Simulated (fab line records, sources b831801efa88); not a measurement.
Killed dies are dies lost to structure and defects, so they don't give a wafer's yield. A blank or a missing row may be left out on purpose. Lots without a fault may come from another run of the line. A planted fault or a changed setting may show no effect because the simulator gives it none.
fab line records | flow sky130
record lots=7 wafers=21 last_day=50
route steps=708 shown GATE_OXIDE@192 POLY_GATE@204 RES_PROTECT@206
lots that met no fault: from a run of the same line without faults
start_h: hours from the record's first day to the start of the lot's first wafer shown | wait_h: hours since the lot's step before | " the same as in the row above | L1.1+2: a row that stands for several wafers | - no value, or no start given | * or withheld: withheld | < > ~ a bound
route shown NAME@n: a module of which the file shows steps, and the number in the route of the first | usual: mean/standard deviation of fault-free wafers | same: alike in all rows | chamber/n: place in a boat | sites: the reading at each site | _std_site: their standard deviation | _edge_site: outer sites' mean less inner sites' | radius_mm: how far each site lies from the wafer's centre | mask NAME#n: copy n | behind: the tool/chamber that last shaped the wafer | hold: why the lot was held/for how many hours/how that ended | device: the transistor (n, p or np) that didn't switch | end of line: the same wafers' tests at the end of the route | a step without rows: its recipe alone | killed: dies lost to structure and defects at the first sort, not the wafer's yield | map: a wafer's dies, x killed, . not, _ none there
set.NAME: the setting as run; set.NAME@STEP: as run at that earlier step | model.NAME: the simulator's own value behind a step, which no gauge read
lots at some steps of the route; a table a step, a row a wafer
services: from which hour (start_h, from the record's first day; less than 0 if before it) a tool's chamber was out of use, for how many hours, and why
## steps
# step SKY_GATE_OXIDE_COAT_05
# recipe resist=NOVOLAK spin_rpm=3000 resist_thk_nm=1140
# step SKY_GATE_OXIDE_SOFTBAKE_06
# recipe temp_c=90 time_s=60 resist=NOVOLAK
# step SKY_GATE_OXIDE_EXPOSE_07
# recipe mask_id=LVOM na=0.6 source_shape=conventional sigma_outer=0.6 polarization=unpolarized target_cd_nm=600 dose_mj=170
# step SKY_GATE_OXIDE_PEB_08
# recipe temp_c=withheld time_s=* resist=NOVOLAK
# step SKY_GATE_OXIDE_DEVELOP_09
# recipe resist=NOVOLAK developer=TMAH develop_time_s=60 dev_temp_c=23
# step SKY_GATE_OXIDE_OVL_MEAS_10
# usual GATE_OXIDE_OVL=1.0/1.2
# columns lot.wafer tool chamber start_h wait_h GATE_OXIDE_OVL[nm]
L504.1 overlay-01 - 381.49 0.1 0.7
L504.2 " - " " 0.1
L504.5 " - " " -1.3
L508.1 overlay-01 - 416.74 0.1 1.9
L508.2 " - " " 1.4
L508.5 " - " " 1.7
L509.1 overlay-02 - 417.70 0.1 2.3
L509.2 " - " " 2.0
L509.4 " - " " 1.8
L510.3 overlay-01 - 424.10 0.1 0.6
L510.4 " - " " 0.8
L510.6 " - " " -0.3
L516.3 overlay-02 - 480.35 0.1 -0.9
L516.4 " - " " -0.1
L516.6 " - " " -1.7
L517.2 overlay-01 - 501.99 0.1 2.2
L517.4 " - " " 2.2
L517.5 " - " " 1.4
L519.3 overlay-02 - 514.84 0.1 3.4
L519.5 " - " " 2.9
L519.6 " - " " 0.9
# step SKY_GATE_OXIDE_IMPLANT_11
# recipe species=B energy_kev=10 dose_cm2=2.6e+12 tilt_deg=withheld
# step SKY_GATE_OXIDE_WET_ETCH_12
# recipe chemistry=dHF target_depth_nm=16.8 dry=n2_spin target=SiO2 dilution=100:1 temp_c=25 time_s=336
# step SKY_GATE_OXIDE_STRIP_13
# recipe chemistry=O2/N2 power_w=1400 pressure_mtorr=1500 platen_temp_c=withheld o2_flow_sccm=3000 n2_flow_sccm=300 overash_fraction=0.5
# usual drypump_motor_current_A=5.92/0.26 o2_flow_sccm=2999/8.7 oes_product_au=0.716/0.0043 strip_time_to_endpoint_s=14.19/0.045
# columns lot.wafer tool chamber start_h wait_h drypump_motor_current_A o2_flow_sccm oes_product_au rf_hours_counter_h strip_time_to_endpoint_s
L504.1 plasma_asher-01 1 381.80 0.0 5.86 3000 0.711 56 14.26
L504.2 " 0 " " 5.58 2989 0.718 56 14.23
L504.5 " 1 " " 5.86 3000 0.718 - 14.21
L508.1 plasma_asher-01 1 417.03 0.0 5.89 3008 0.719 59 14.25
L508.2 " 0 " " 5.60 2990 0.719 59 14.18
L508.5 " 1 " " 5.86 3021 0.716 - 14.23
L509.1 plasma_asher-04 1 417.99 0.0 6.08 2982 0.715 29 14.08
L509.2 " 0 " " 5.59 3002 0.713 29 14.18
L509.4 " 0 " " 5.56 3015 0.718 - 14.13
L510.3 plasma_asher-02 0 424.41 0.0 5.87 3014 0.718 - 14.22
L510.4 " 1 " " 6.27 3003 0.711 - 14.17
L510.6 " 0 " " 5.89 3012 0.711 - 14.19
L516.3 plasma_asher-02 1 480.66 0.0 6.28 2994 0.724 - 14.17
L516.4 " 0 " " 5.87 3009 0.717 - 14.15
L516.6 " 0 " " 5.83 2975 0.711 - 14.17
L517.2 plasma_asher-02 0 502.27 0.0 5.84 2989 0.717 82 14.24
L517.4 " 0 " " 5.85 2997 0.713 - 14.25
L517.5 " 1 " " 6.26 3023 0.706 - 14.24
L519.3 plasma_asher-01 0 515.15 0.0 5.59 3003 0.711 - 14.25
L519.5 " 0 " " 5.60 2982 0.720 - 14.25
L519.6 " 1 " " 5.84 3002 0.715 - 14.25
# step SKY_GATE_OXIDE_TW_MEAS_14
# usual GATE_OXIDE_TW=226.0/1
# columns lot.wafer tool chamber start_h wait_h GATE_OXIDE_TW
L504.1 film_metro-01 - 381.90 0.1 225.0
L504.2 " - " " 226.1
L504.5 " - " " 225.6
L508.1 film_metro-02 - 417.13 0.1 226.1
L508.2 " - " " 224.9
L508.5 " - " " 225.5
L509.1 film_metro-01 - 418.09 0.1 227.7
L509.2 " - " " 227.1
L509.4 " - " " 227.6
L510.3 film_metro-04 - 424.50 0.1 222.7
L510.4 " - " " 223.6
L510.6 " - " " 224.2
L516.3 film_metro-01 - 480.75 0.1 225.3
L516.4 " - " " 225.7
L516.6 " - " " 225.8
L517.2 film_metro-01 - 502.38 0.1 227.2
L517.4 " - " " 226.9
L517.5 " - " " 225.7
L519.3 film_metro-02 - 515.24 0.1 227.0
L519.5 " - " " 225.1
L519.6 " - " " 225.5
# step SKY_GATE_OXIDE_CLEAN_15
# recipe chemistry=SC1/SC2 mix=1:4:20 temp_c=70 time_s=150 dry=n2_spin
# step SKY_GATE_OXIDE_OXIDATION_16
# recipe temp_c=800 ambient=O2 idle_temp_c=700 ramp_up_c_per_min=10 ramp_down_c_per_min=3 stabilise_s=600 purge_s=300 target_thk_a=35.7 ox_time_s=1915
# step SKY_POLY_GATE_CVD_00
# recipe material=poly-Si target_thk_nm=180 temp_c=620 time_s=720 pressure_mtorr=200
# usual spike_tc_upper_C=619.8/1 zone_power_bottom_pct=12.5/1.6 zone_power_top_pct=18.3/1.8
# columns lot.wafer tool chamber start_h wait_h spike_tc_upper_C zone_power_bottom_pct zone_power_top_pct model.poly-Si_of_POLY_GATE_CVD_00.thk_nm
L504.1 lpcvd-01 0 385.09 0.0 618.8 10.8 16.4 181.9
L504.2 " 0 " " 619.0 10.9 16.3 179.9
L504.5 " 0 " " 618.2 10.8 16.7 179.8
L508.1 lpcvd-01 1 419.95 0.0 619.3 14.1 20.1 225.1
L508.2 " 1 " " 621.4 13.8 20.2 226
L508.5 " 1 " " 619.3 14.2 20.3 224.8
L509.1 lpcvd-01 1 419.95 0.0 621.0 14.2 20.0 225.1
L509.2 " 1 " " 620.9 14.1 20.3 224.2
L509.4 " 1 " " 619.8 14.1 19.8 223.5
L510.3 lpcvd-01 1 427.10 0.0 620.5 14.1 20.0 226.5
L510.4 " 1 " " 620.6 14.0 20.0 224.4
L510.6 " 1 " " 620.3 14.2 20.1 226.5
L516.3 lpcvd-01 0 482.37 0.0 617.9 10.8 16.7 182
L516.4 " 0 " " 620.4 10.9 16.3 179.4
L516.6 " 0 " " 621.6 10.9 16.4 178.9
L517.2 lpcvd-01 0 504.02 0.0 618.4 10.7 16.7 179.4
L517.4 " 0 " " 619.5 10.8 16.7 180
L517.5 " 0 " " 618.6 10.7 16.6 179.6
L519.3 lpcvd-01 0 517.58 0.7 618.7 10.9 16.7 183
L519.5 " 0 " " 621.6 10.6 16.9 183
L519.6 " 0 " " 620.7 10.9 16.4 183.1
# step SKY_POLY_GATE_THK_MEAS_01
# recipe reads=poly-Si_of_POLY_GATE_CVD_00
# usual POLY_GATE_CVD_00_THK=180.5/1.9
# columns lot.wafer tool chamber start_h wait_h POLY_GATE_CVD_00_THK[nm]
L504.1 film_metro-04 - 386.29 0.0 181.8
L504.2 " - " " 179.7
L504.5 " - " " 179.7
L508.1 film_metro-02 - 421.15 0.0 225.1
L508.2 " - " " 226.2
L508.5 " - " " 224.8
L509.1 film_metro-04 - 421.15 0.0 225.1
L509.2 " - " " 224.0
L509.4 " - " " 223.5
L510.3 film_metro-03 - 428.32 0.0 226.3
L510.4 " - " " 224.4
L510.6 " - " " 226.5
L516.3 film_metro-02 - 483.59 0.0 182.0
L516.4 " - " " 179.4
L516.6 " - " " 178.9
L517.2 film_metro-04 - 505.23 0.0 179.4
L517.4 " - " " 180.0
L517.5 " - " " 179.8
L519.3 film_metro-03 - 518.80 0.0 182.9
L519.5 " - " " 183.2
L519.6 " - " " 183.0
# step SKY_RES_PROTECT_DEHYDRATE_00
# recipe temp_c=200 time_s=60
# step SKY_RES_PROTECT_HMDS_01
# recipe prime_time_s=60 prime_temp_c=120
# step SKY_RES_PROTECT_COAT_02
# recipe resist=NOVOLAK spin_rpm=3000 resist_thk_nm=1140
# step SKY_RES_PROTECT_SOFTBAKE_03
# recipe temp_c=90 time_s=60 resist=NOVOLAK
# step SKY_RES_PROTECT_EXPOSE_04
# recipe mask_id=RPM na=0.6 source_shape=conventional sigma_outer=0.6 polarization=unpolarized target_cd_nm=1270 dose_mj=131
# step SKY_RES_PROTECT_PEB_05
# recipe temp_c=withheld time_s=* resist=NOVOLAK
# step SKY_RES_PROTECT_DEVELOP_06
# recipe resist=NOVOLAK developer=TMAH develop_time_s=60 dev_temp_c=23
# step SKY_POLY_GATE_IMPLANT_02
# recipe species=P energy_kev=30 dose_cm2=7.7e+15 tilt_deg=0
# step SKY_RES_PROTECT_STRIP_07
# recipe chemistry=O2/N2 power_w=1400 pressure_mtorr=1500 platen_temp_c=withheld o2_flow_sccm=3000 n2_flow_sccm=300 overash_fraction=0.5
# usual drypump_motor_current_A=5.90/0.27 o2_flow_sccm=3002/9.7 oes_product_au=0.517/0.0048 strip_time_to_endpoint_s=23.29/0.046
# columns lot.wafer tool chamber start_h wait_h drypump_motor_current_A o2_flow_sccm oes_product_au rf_hours_counter_h strip_time_to_endpoint_s
L504.1 plasma_asher-02 1 416.59 0.1 6.26 2991 0.520 73 23.24
L504.2 " 0 " " 5.80 3012 0.514 73 23.21
L504.5 " 0 " " 5.87 3013 0.523 - 23.24
L508.1 plasma_asher-03 1 452.23 0.1 5.43 3001 0.517 2 23.33
L508.2 " 0 " " 6.11 2999 0.514 2 23.35
L508.5 " 0 " " 6.13 2998 0.516 - 23.43
L509.1 plasma_asher-01 0 452.29 0.1 5.61 2984 0.522 61 23.29
L509.2 " 1 " " 5.85 3015 0.511 61 23.27
L509.4 " 1 " " 5.87 3013 0.514 - 23.29
L510.3 plasma_asher-02 0 459.72 0.1 5.79 2981 0.519 - 23.35
L510.4 " 1 " " 6.26 3005 0.519 - 23.30
L510.6 " 0 " " 5.80 2995 0.523 - 23.32
L516.3 plasma_asher-01 1 514.27 0.1 5.83 2993 0.518 - 23.31
L516.4 " 0 " " 5.60 3007 0.528 - 23.32
L516.6 " 0 " " 5.60 2992 0.521 - 23.34
L517.2 plasma_asher-02 1 535.68 0.1 6.27 2991 0.514 86 23.23
L517.4 " 0 " " 5.82 3002 0.518 - 23.27
L517.5 " 1 " " 6.24 3000 0.516 - 23.24
L519.3 plasma_asher-02 0 549.37 0.1 5.87 3006 0.518 - 23.31
L519.5 " 1 " " 6.30 3009 0.515 - 23.31
L519.6 " 0 " " 5.88 3004 0.518 - 23.30
# step SKY_RES_PROTECT_TW_MEAS_08
# usual POLY_GATE_TW=4074/20
# columns lot.wafer tool chamber start_h wait_h POLY_GATE_TW
L504.1 film_metro-02 - 416.69 0.1 4075
L504.2 " - " " 4082
L504.5 " - " " 4062
L508.1 film_metro-03 - 452.33 0.1 4077
L508.2 " - " " 4086
L508.5 " - " " 4070
L509.1 film_metro-01 - 452.39 0.1 4098
L509.2 " - " " 4095
L509.4 " - " " 4105
L510.3 film_metro-02 - 459.81 0.1 4053
L510.4 " - " " 4053
L510.6 " - " " 4067
L516.3 film_metro-03 - 514.36 0.1 4056
L516.4 " - " " 4057
L516.6 " - " " 4045
L517.2 film_metro-03 - 535.79 0.1 4085
L517.4 " - " " 4039
L517.5 " - " " 4042
L519.3 film_metro-02 - 549.46 0.1 4093
L519.5 " - " " 4059
L519.6 " - " " 4083
# step SKY_RES_PROTECT_CLEAN_09
# recipe chemistry=SC1/SC2 mix=1:4:20 temp_c=70 time_s=150 dry=n2_spin
# usual bath_guard_temp_C=70.3/0.59
# columns lot.wafer tool chamber start_h wait_h bath_guard_temp_C model.poly-Si_of_POLY_GATE_CVD_00.thk_nm
L504.1 wet_bench-04 0 416.75 0.1 69.8 181.2
L504.2 " 0 " " 69.5 179.3
L504.5 " 0 " " 69.2 179.1
L508.1 wet_bench-02 2 452.39 0.1 70.6 224.5
L508.2 " 2 " " 70.0 225.4
L508.5 " 2 " " 70.2 224.1
L509.1 wet_bench-03 2 452.45 0.1 70.1 224.5
L509.2 " 2 " " 70.2 223.5
L509.4 " 2 " " 70.2 222.9
L510.3 wet_bench-04 2 459.85 0.0 71.3 225.9
L510.4 " 2 " " 71.4 223.7
L510.6 " 2 " " 71.6 225.9
L516.3 wet_bench-04 3 514.40 0.0 69.9 181.3
L516.4 " 3 " " 70.3 178.8
L516.6 " 3 " " 70.1 178.2
L517.2 wet_bench-04 3 535.84 0.0 69.8 178.8
L517.4 " 3 " " 70.2 179.4
L517.5 " 3 " " 70.0 179
L519.3 wet_bench-02 3 549.50 0.0 70.8 182.4
L519.5 " 3 " " 70.8 182.4
L519.6 " 3 " " 70.7 182.4
# step SKY_POLY_GATE_CVD_03
# recipe material=Si3N4 precursor=DCS/NH3 target_thk_nm=75 temp_c=770 time_s=1290 pressure_mtorr=250
# step SKY_POLY_GATE_THK_MEAS_04
# recipe reads=Si3N4_of_POLY_GATE_CVD_03
# usual POLY_GATE_CVD_03_THK=74.6/0.75
# columns lot.wafer tool chamber start_h wait_h POLY_GATE_CVD_03_THK[nm]
L504.1 film_metro-04 - 421.63 0.0 74.3
L504.2 " - " " 74.1
L504.5 " - " " 74.5
L508.1 film_metro-03 - 453.80 0.0 76.1
L508.2 " - " " 75.2
L508.5 " - " " 75.5
L509.1 film_metro-03 - 455.16 0.0 73.3
L509.2 " - " " 73.3
L509.4 " - " " 73.7
L510.3 film_metro-02 - 461.28 0.0 74.3
L510.4 " - " " 74.5
L510.6 " - " " 74.1
L516.3 film_metro-04 - 516.77 0.0 73.6
L516.4 " - " " 73.7
L516.6 " - " " 73.2
L517.2 film_metro-03 - 537.25 0.0 74.5
L517.4 " - " " 74.5
L517.5 " - " " 73.8
L519.3 film_metro-02 - 550.93 0.0 74.5
L519.5 " - " " 73.4
L519.6 " - " " 73.8
# step SKY_POLY_GATE_DEHYDRATE_05
# recipe temp_c=200 time_s=60
# step SKY_POLY_GATE_HMDS_06
# recipe prime_time_s=60 prime_temp_c=120
# step SKY_POLY_GATE_COAT_07
# recipe resist=BARC temp_c=withheld time_s=withheld spin_rpm=3000 resist_thk_nm=110
# step SKY_POLY_GATE_COAT_08
# recipe resist=KrF-thick spin_rpm=3000 resist_thk_nm=450
# step SKY_POLY_GATE_SOFTBAKE_09
# recipe temp_c=100 time_s=90 resist=KrF-thick
# step SKY_POLY_GATE_EXPOSE_10
# recipe mask_id=P1M na=0.68 source_shape=conventional sigma_outer=0.6 target_cd_nm=150 dose_mj=28
# step SKY_POLY_GATE_PEB_11
# recipe peb_temp_c=withheld peb_time_s=withheld resist=KrF-thick
# step SKY_POLY_GATE_DEVELOP_12
# recipe develop_time_s=60 resist=KrF-thick dev_temp_c=21
# step SKY_POLY_GATE_CD_MEAS_13
# recipe target_cd_nm=150
# usual cd_nm=150.1/1.3
# columns lot.wafer tool chamber start_h wait_h cd_nm
L504.1 cd_sem-01 - 453.18 - 147.8
L504.2 " - " " 148.3
L504.5 " - " " 146.9
L508.1 cd_sem-02 - 484.70 - 152.3
L508.2 " - " " 151.5
L508.5 " - " " 150.6
L509.1 cd_sem-01 - 486.35 - 151.2
L509.2 " - " " 149.1
L509.4 " - " " 149.9
L510.3 cd_sem-01 - 492.57 - 149.8
L510.4 " - " " 148.6
L510.6 " - " " 148.3
L516.3 cd_sem-01 - 547.22 - 152.4
L516.4 " - " " 152.4
L516.6 " - " " 150.3
L517.2 cd_sem-02 - 566.85 - 150.2
L517.4 " - " " 149.5
L517.5 " - " " 149.4
L519.3 cd_sem-02 - 580.72 - 149.4
L519.5 " - " " 148.7
L519.6 " - " " 148.4
# step SKY_POLY_GATE_OVL_MEAS_14
# usual POLY_GATE_OVL=-6/6.6
# columns lot.wafer tool chamber start_h wait_h POLY_GATE_OVL[nm]
L504.1 overlay-02 - 453.30 0.1 3
L504.2 " - " " 0
L504.5 " - " " 4
L508.1 overlay-02 - 484.82 0.1 -6
L508.2 " - " " 3
L508.5 " - " " -3
L509.1 overlay-02 - 486.47 0.1 -13
L509.2 " - " " -13
L509.4 " - " " -8
L510.3 overlay-02 - 492.66 0.1 -4
L510.4 " - " " -5
L510.6 " - " " -10
L516.3 overlay-01 - 547.31 0.1 -12
L516.4 " - " " -17
L516.6 " - " " -14
L517.2 overlay-01 - 566.96 0.1 -9
L517.4 " - " " -8
L517.5 " - " " -6
L519.3 overlay-02 - 580.81 0.1 3
L519.5 " - " " -7
L519.6 " - " " -10
# step SKY_POLY_GATE_ETCH_15
# recipe chemistry=N2/H2 target=BARC ion_energy_ev=200 source_w=500 bias_w=100 pressure_mtorr=30 n2_flow_sccm=100 h2_flow_sccm=200 stop_on=SiO2 time_s=118.5 target_depth_a=1100
# usual drypump_motor_current_A=5.6/0.4 oes_product_au=0.717/0.0052 throttle_valve_pct=13.210/0.0086
# columns lot.wafer tool chamber start_h wait_h drypump_motor_current_A oes_product_au rf_hours_counter_h throttle_valve_pct
L504.1 rie_diel-02 3 453.34 0.0 5.6 0.723 0 13.207
L504.2 " 2 " " 5.3 0.718 11 13.221
L504.5 " 3 " " 5.6 0.707 - 13.199
L508.1 rie_diel-01 2 484.86 0.0 5.8 0.715 12 13.213
L508.2 " 3 " " 5.9 0.717 6 13.202
L508.5 " 3 " " 5.9 0.708 - 13.209
L509.1 rie_diel-04 1 486.51 0.0 4.8 0.710 7 13.196
L509.2 " 3 " " 6.2 0.720 9 13.216
L509.4 " 0 " " 5.9 0.724 7 13.208
L510.3 rie_diel-02 3 492.69 0.0 5.5 0.701 1 13.204
L510.4 " 0 " " 5.1 0.722 56 13.214
L510.6 " 1 " " 6.0 0.715 - 13.212
L516.3 rie_diel-01 1 547.34 0.0 5.1 0.717 37 13.219
L516.4 " 3 " " 5.9 0.713 7 13.224
L516.6 " 1 " " 5.1 0.720 - 13.224
L517.2 rie_diel-02 3 566.99 0.0 5.5 0.711 2 13.222
L517.4 " 1 " " 6.0 0.707 59 13.218
L517.5 " 0 " " 5.1 0.717 - 13.216
L519.3 rie_diel-04 2 580.84 0.0 5.8 0.717 59 13.208
L519.5 " 3 " " 6.2 0.718 - 13.206
L519.6 " 2 " " 5.8 0.712 - 13.197
# step SKY_POLY_GATE_ETCH_16
# recipe stop_on=poly-Si chemistry=CH3F/O2 target=Si3N4 source_w=400 bias_w=80 pressure_mtorr=25 ch3f_flow_sccm=40 O2_flow_sccm=30 time_s=147.5 target_depth_a=750
# usual drypump_motor_current_A=5.6/0.41 oes_product_au=0.638/0.0054 throttle_valve_pct=10.537/0.01
# columns lot.wafer tool chamber start_h wait_h drypump_motor_current_A oes_product_au rf_hours_counter_h throttle_valve_pct
L504.1 rie_diel-02 3 453.42 0.0 5.5 0.634 0 10.543
L504.2 " 2 " " 5.3 0.635 11 10.544
L504.5 " 3 " " 5.5 0.640 - 10.549
L508.1 rie_diel-01 2 484.94 0.0 5.8 0.642 12 10.528
L508.2 " 3 " " 5.9 0.638 6 10.533
L508.5 " 3 " " 5.9 0.645 - 10.526
L509.1 rie_diel-04 1 486.59 0.0 4.8 0.639 7 10.560
L509.2 " 3 " " 6.2 0.635 9 10.534
L509.4 " 0 " " 5.9 0.632 7 10.517
L510.3 rie_diel-02 3 492.77 0.0 5.6 0.640 1 10.537
L510.4 " 0 " " 5.1 0.635 56 10.558
L510.6 " 1 " " 6.0 0.641 - 10.537
L516.3 rie_diel-01 1 547.42 0.0 5.1 0.642 37 10.553
L516.4 " 3 " " 5.9 0.634 7 10.549
L516.6 " 1 " " 5.1 0.636 - 10.529
L517.2 rie_diel-02 3 567.07 0.0 5.5 0.638 2 10.532
L517.4 " 1 " " 6.0 0.630 59 10.544
L517.5 " 0 " " 5.1 0.641 - 10.529
L519.3 rie_diel-04 2 580.92 0.0 5.8 0.637 59 10.527
L519.5 " 3 " " 6.2 0.635 - 10.540
L519.6 " 2 " " 5.8 0.630 - 10.531
# step SKY_POLY_GATE_ETCH_17
# recipe target_depth_nm=180 stop_on=SiO2 over_etch_frac=0.56667 chemistry=HBr/Cl2 target=poly-Si icp_w=400 bias_w=100 pressure_mtorr=10 HBr_flow_sccm=150 Cl2_flow_sccm=50 time_s=70.5
# usual drypump_motor_current_A=5.6/0.46 mfc_cl2_sccm=50.00/0.14 oes_product_au=0.985/0.0067 throttle_valve_pct=33.684/0.0091
# columns lot.wafer tool chamber start_h wait_h drypump_motor_current_A mfc_cl2_sccm oes_product_au rf_hours_counter_h throttle_valve_pct model.etch.depth_nm model.POLY_GATE.feature_depth_nm
L504.1 rie_si-02 3 453.52 0.0 4.8 49.78 0.988 59 33.685 178.4 178.4
L504.2 " 0 " " 5.9 50.00 0.974 4 33.701 176.8 176.8
L504.5 " 2 " " 6.0 50.17 0.990 - 33.682 178.9 178.9
L508.1 rie_si-01 1 485.04 0.0 5.8 50.19 0.995 2 33.685 178.6 178.6
L508.2 " 2 " " 6.3 49.93 0.993 27 33.665 177.9 177.9
L508.5 " 0 " " 5.8 50.04 0.992 - 33.692 177.6 177.6
L509.1 rie_si-02 2 486.69 0.0 6.0 50.02 1.001 1 33.693 179.1 179.1
L509.2 " 1 " " 5.3 50.13 1.004 39 33.697 181.4 181.4
L509.4 " 1 " " 5.3 50.08 1.004 - 33.689 180.7 180.7
L510.3 rie_si-01 0 492.87 0.0 5.8 49.89 0.997 7 33.673 178.7 178.7
L510.4 " 0 " " 5.8 49.94 0.988 - 33.680 175.7 175.7
L510.6 " 1 " " 5.8 49.93 0.995 - 33.680 179.7 179.7
L516.3 rie_si-01 1 547.52 0.0 5.8 49.95 0.989 2 33.675 177.2 177.2
L516.4 " 0 " " 5.8 50.03 0.975 7 33.679 175.3 175.3
L516.6 " 0 " " 5.8 50.11 0.978 - 33.705 175.5 175.5
L517.2 rie_si-02 0 567.17 0.0 5.9 50.16 0.989 5 33.682 178.8 178.8
L517.4 " 2 " " 6.0 49.88 0.992 2 33.684 179.1 179.1
L517.5 " 3 " " 4.8 49.84 0.983 - 33.695 179 179
L519.3 rie_si-01 1 581.02 0.0 5.8 50.05 0.985 2 33.696 177.6 177.6
L519.5 " 0 " " 5.8 50.05 0.993 - 33.696 180.6 180.6
L519.6 " 3 " " 5.2 49.93 0.981 - 33.684 176.2 176.2
# step SKY_POLY_GATE_STRIP_18
# recipe chemistry=O2/N2 power_w=1400 pressure_mtorr=1500 platen_temp_c=withheld o2_flow_sccm=3000 n2_flow_sccm=300 overash_fraction=0.5
# usual drypump_motor_current_A=5.79/0.26 o2_flow_sccm=2998/9.3 oes_product_au=0.361/0.0047 strip_time_to_endpoint_s=3.162/0.027
# columns lot.wafer tool chamber start_h wait_h drypump_motor_current_A o2_flow_sccm oes_product_au rf_hours_counter_h strip_time_to_endpoint_s
L504.1 plasma_asher-03 1 453.57 0.0 5.41 2998 0.364 2 3.122
L504.2 " 0 " " 6.11 3004 0.359 2 3.131
L504.5 " 1 " " 5.43 3008 0.356 - 3.146
L508.1 plasma_asher-04 0 485.10 0.0 5.56 2998 0.362 37 3.175
L508.2 " 1 " " 6.08 2993 0.363 37 3.161
L508.5 " 0 " " 5.56 2996 0.370 - 3.150
L509.1 plasma_asher-04 1 486.75 0.0 6.11 2998 0.356 37 3.138
L509.2 " 0 " " 5.56 2995 0.349 37 3.184
L509.4 " 0 " " 5.56 2978 0.362 - 3.132
L510.3 plasma_asher-04 0 492.96 0.1 5.55 3006 0.360 - 3.127
L510.4 " 1 " " 6.09 2996 0.364 - 3.178
L510.6 " 1 " " 6.08 3010 0.359 - 3.143
L516.3 plasma_asher-03 0 547.61 0.1 6.10 3002 0.354 - 3.174
L516.4 " 1 " " 5.44 2987 0.372 - 3.171
L516.6 " 1 " " 5.42 3002 0.356 - 3.164
L517.2 plasma_asher-03 0 567.22 0.0 6.11 3010 0.365 12 3.151
L517.4 " 1 " " 5.41 2983 0.363 - 3.161
L517.5 " 0 " " 6.10 3010 0.363 - 3.199
L519.3 plasma_asher-04 0 581.11 0.1 5.57 2996 0.363 - 3.130
L519.5 " 1 " " 6.10 3003 0.366 - 3.159
L519.6 " 0 " " 5.54 3001 0.363 - 3.163
## services
# columns tool chamber start_h hours kind
rie_diel-04 3 366.86 6.0 repair
rie_diel-01 0 372.36 3.3 repair
rie_si-02 2 393.41 2.2 repair
rie_si-01 - 403.03 2.8 pm
rie_diel-04 3 414.83 3.2 repair
plasma_asher-03 - 421.25 9.0 pm
plasma_asher-01 - 423.40 14.6 pm
rie_diel-02 3 427.87 - clean
rie_si-01 3 434.30 4.3 repair
plasma_asher-01 - 455.26 1.8 repair
rie_si-01 2 465.03 1.8 repair
rie_diel-02 3 475.15 8.9 repair
rie_si-01 3 483.88 10.8 repair
lpcvd-01 - 487.97 1.3 repair
lpcvd-01 - 498.07 0.5 repair
wet_bench-02 - 502.51 2.4 repair
wet_bench-03 - 508.31 3.7 repair
plasma_asher-03 - 509.29 15.6 pm
rie_diel-01 3 536.87 5.9 repair
rie_diel-04 2 550.82 4.5 repair
rie_si-02 0 552.02 5.5 repair
rie_diel-01 - 562.21 2.4 repair
plasma_asher-01 - 562.90 8.4 repair
rie_diel-04 0 577.27 9.1 repair
## key
first_sign step=SKY_POLY_GATE_THK_MEAS_01 reading=POLY_GATE_CVD_00_THK direction=up sigmas=23 usual=180.5 struck=225.1
effect none on later readings
model_effect step=SKY_POLY_GATE_CVD_00 value=poly-Si_of_POLY_GATE_CVD_00.thk_nm without=178.7 struck=225.1
model_effect step=SKY_RES_PROTECT_CLEAN_09 value=poly-Si_of_POLY_GATE_CVD_00.thk_nm without=178.1 struck=224.5
model_effect step=SKY_POLY_GATE_ETCH_17 value=etch.depth_nm without=177.7 struck=178.8
met_at SKY_POLY_GATE_CVD_00
struck_wafers L508.1,L508.2,L508.5,L509.1,L509.2,L509.4,L510.3,L510.4,L510.6
later_rows_left_out L508.1,L508.2,L508.5,L509.1,L509.2,L509.4,L510.3,L510.4,L510.6
sort_left_out L508.1,L508.2,L508.5,L509.1,L509.2,L509.4,L510.3,L510.4,L510.6
tester_left_out L508,L509,L510
fault kind=process_parameter_drift tool=lpcvd-01 chamber=1 onset_h=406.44 steps=SKY_POLY_GATE_CVD_00 channel=target_thk_nm offset=46.418 shape=step end_h=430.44 stated=180
# tester_left_out: of these lots the tester's yield and bins aren't shown, on N5 and GAA mostly nor the transistor test; their killed dies are dies lost to structure and defects alone, not to doping, threshold or leakage, so they don't give the yield
# sort_left_out: the simulated sort isn't trusted on such a fault, so these wafers' sort isn't shown, and their yield isn't known
# later_rows_left_out: the simulator's readings of these wafers behind a module that went badly wrong aren't trusted and aren't shown, but for the sort
